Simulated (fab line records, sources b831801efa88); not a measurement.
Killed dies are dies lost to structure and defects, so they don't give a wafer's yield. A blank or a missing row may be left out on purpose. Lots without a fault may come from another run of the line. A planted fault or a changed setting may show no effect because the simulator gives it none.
Chamber matching | flow gf180mcu | GF_STI_CMP_25 on cmp-01: 4 sister chambers
The step polishes, stops on Si3N4, t overpolish 33 s, target thk 524.6 nm. 8 wafers are shown with their chamber, then 8 later ones without.

WAFERS WITH THEIR CHAMBER
wafer  | chamber | motor_current_A (A) | time_to_endpoint_s (s)
L909.5 | 0       | 14.2                | 118
L911.1 | 0       | 14.7                | 122
L918.1 | 1       | 10.2                | 125
L918.6 | 2       | 10.1                | 125
L919.1 | 3       | 12.0                | 133
L919.4 | 2       | 10.2                | 128
L919.6 | 1       | 9.9                 | 129
L920.2 | 3       | 11.3                | 132

WAFERS WITHOUT THEIR CHAMBER
wafer  | motor_current_A (A) | time_to_endpoint_s (s)
L920.4 | 14.1                | 126
L920.6 | 10.4                | 127
L924.2 | 9.8                 | 124
L924.3 | 9.7                 | 121
L924.4 | 10.5                | 119
L925.2 | 11.3                | 128
L925.4 | 9.7                 | 127
L925.5 | 13.5                | 122

WHICH CHAMBER EACH WENT THROUGH
wafer  | from the rows above          | in truth
L920.4 | 0                            | 0
L920.6 | can't be placed: 2 or 1      | 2
L924.2 | can't be placed: 1 or 2      | 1
L924.3 | can't be placed: 2 or 1      | 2
L924.4 | can't be placed: 2 or 1      | 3
L925.2 | can't be placed: 3 or 2 or 1 | 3
L925.4 | can't be placed: 1 or 2      | 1
L925.5 | 0                            | 0
Placed correctly: 2 of 8. Can't be placed from these rows: 6 (the true chamber is among the candidates in 5). Placed wrongly: 0.
How it was worked out, from the rows above alone: a wafer's distance from a chamber is the root of the sum, over the readings, of the square of ((its reading less the chamber's mean) divided by the reading's scatter). The wafer belongs to the nearest chamber; if the next one is less than 2 further off, it can't be placed. A chamber's mean is the mean of its shown wafers. The scatter: the root of (the sum of the squares of (reading less its chamber's mean) over the shown wafers, divided by (wafers less chambers)).
